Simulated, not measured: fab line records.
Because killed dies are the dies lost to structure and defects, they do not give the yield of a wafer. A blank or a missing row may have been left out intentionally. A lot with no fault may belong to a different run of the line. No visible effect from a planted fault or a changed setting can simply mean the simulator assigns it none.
Struck lot and sound lot, side by side	flow sky130	35 out of 708 route steps
Sound: the wafers L207.1, L207.3, L207.4. Wafers struck: L205.3, L205.4, L205.5. The cause is given at the end.
Each step with rows lists, per side, the tool, then ch with its chambers, then its first start. Under that, the readings that differ: sound wafers	struck wafers	difference of the means	sigmas: that difference in standard deviations of wafers without a fault.
alike: readings whose means differ by less than 2 such deviations, and words and numbers that are the same on both sides. not compared: withheld readings, readings that some wafer has no value for, bounds like >300 that may hide the same value, and numbers for which the record gives no deviation and whose values overlap.
The two part at a step that has a row with sigmas, a row that says differs or no value, or rows on one side only. Numbers that have no deviation but don't overlap get no sigmas and don't part them. A reading missing from all wafers of one side parts the sides only when that side holds two or more wafers.

first, 9 steps without rows for these wafers: SKY_METAL3_DESCUM_15 (chemistry O2, time 8 s); SKY_METAL3_ETCH_16 (etches BARC in N2/H2, stops on SiO2, time 88.2 s, target depth 60 nm); SKY_METAL3_ETCH_17 (etches SiO2 in C4F8/O2/Ar, stops on TiN, time 3.9 s, target depth 15 nm); SKY_METAL3_METAL_ETCH_18 (etches the open film in Cl2/BCl3, stops on SiO2, target depth 845 nm, time 183.1 s); SKY_METAL3_STRIP_19 (strips in O2/N2); SKY_METAL3_STRIP_20 (strips in post etch residue remover, time 1200 s); SKY_METAL3_CLEAN_21 (cleans in IPA, time 180 s); SKY_METAL3_CLEAN_22 (cleans in O3/DIW); SKY_VIA3_HDPCVD_00 (deposits SiO2, target thk 1635 nm, time 272.5 s).
SKY_VIA3_CMP_02: polishes SiO2.
  sound on cmp-02 ch 1,2,3, day 44 18:56; struck on cmp-01 ch 0,1,2, day 44 12:08
reading	sound	struck	difference	sigmas
model.SiO2_of_VIA3_HDPCVD_00.thk nm (nm)	465.4 464.4 465.4	417.7 418.1 417.5	-47.3	
  alike: edge zone pressure frac, motor current A
then, 9 steps without rows for these wafers: SKY_VIA3_DEHYDRATE_04 (time 60 s); SKY_VIA3_HMDS_05 (prime time 60 s); SKY_VIA3_COAT_06 (resist thk 60 nm); SKY_VIA3_COAT_07 (resist thk 450 nm); SKY_VIA3_SOFTBAKE_08 (time 90 s); SKY_VIA3_EXPOSE_09 (exposes mask VIM3, target cd 200 nm); SKY_VIA3_PEB_10; SKY_VIA3_DEVELOP_11 (develop time 60 s); SKY_VIA3_ETCH_14 (etches BARC in N2/H2, stops on SiO2, time 45.9 s, target depth 60 nm).
SKY_VIA3_ETCH_15: etches SiO2 in C4F8/O2/Ar, stops on TiN, target depth 507 nm, time 78 s.
  sound on rie diel-04 ch 0,1,2, day 45 16:49; struck on rie diel-03 ch 0,1, day 45 09:46
reading	sound	struck	difference	sigmas
oes product au (a.u.)	0.946 0.945 0.938	0.890 0.887 0.886	-0.055	-12
model.VIA3.feature depth nm (nm)	465.4 464.4 465.4	417.7 418.1 417.5	-47.3	
model.etch.depth nm (nm)	465.4 464.4 465.4	417.7 418.1 417.5	-47.3	
  not compared: rf hours counter h
then, 13 steps without rows for these wafers: SKY_VIA3_STRIP_16 (strips in O2/N2); SKY_VIA3_STRIP_17 (strips in post etch residue remover, time 1200 s); SKY_VIA3_CLEAN_18 (cleans in IPA, time 180 s); SKY_VIA3_CLEAN_19 (cleans in O3/DIW); SKY_VIA3_SPUTTER_20 (material TiN, target thk 20 nm, time 80 s); SKY_VIA3_CVD_21 (deposits W, target thk 390 nm, time 117.31 s); SKY_VIA3_CMP_24 (polishes, stops on SiO2, t overpolish 20 s, target thk 0 nm); SKY_METAL4_SPUTTER_00 (material Ti, target thk 15 nm, time 10 s); SKY_METAL4_SPUTTER_01 (material TiN, target thk 20 nm, time 16.7 s); SKY_METAL4_SPUTTER_02 (material AlCu, target thk 735 nm, time 39.1 s); SKY_METAL4_SPUTTER_03 (material Ti, target thk 5 nm, time 3.3 s); SKY_METAL4_SPUTTER_04 (material TiN, target thk 70 nm, time 58.3 s); SKY_CAP2M_CVD_00 (deposits SiO2, target thk 15.5 nm).
SKY_METAL4_METAL_ETCH_18: etches the open film in Cl2/BCl3, stops on SiO2, target depth 845 nm, time 183.1 s.
  sound on rie metal-04 ch 0,1, day 47 11:02; struck on rie metal-02 ch 0,1, day 47 04:49
reading	sound	struck	difference	sigmas
model.SiO2_of_VIA3_HDPCVD_00.thk nm (nm)	435.7 435 435.7	388.2 388.8 388	-47.1	
  alike: drypump motor current A, oes product au, throttle valve pct
  not compared: rf hours counter h
-- the record jumps here: 3 days lie between the struck wafers' starts before and after (it left off in module METAL4 and takes up again in module PAD_OPEN, whose first step shown is number 708 of the route) --
SKY_PAD_OPEN_PROBE_99:
  rows exist in the record for the struck wafers here (prober-01, day 50 10:29), but not for the sound ones

## WHERE THEY PART
Last at SKY_PAD_OPEN_PROBE_99 as far as this record goes, first at SKY_VIA3_ETCH_15.

WHY: whatever the simulator had introduced
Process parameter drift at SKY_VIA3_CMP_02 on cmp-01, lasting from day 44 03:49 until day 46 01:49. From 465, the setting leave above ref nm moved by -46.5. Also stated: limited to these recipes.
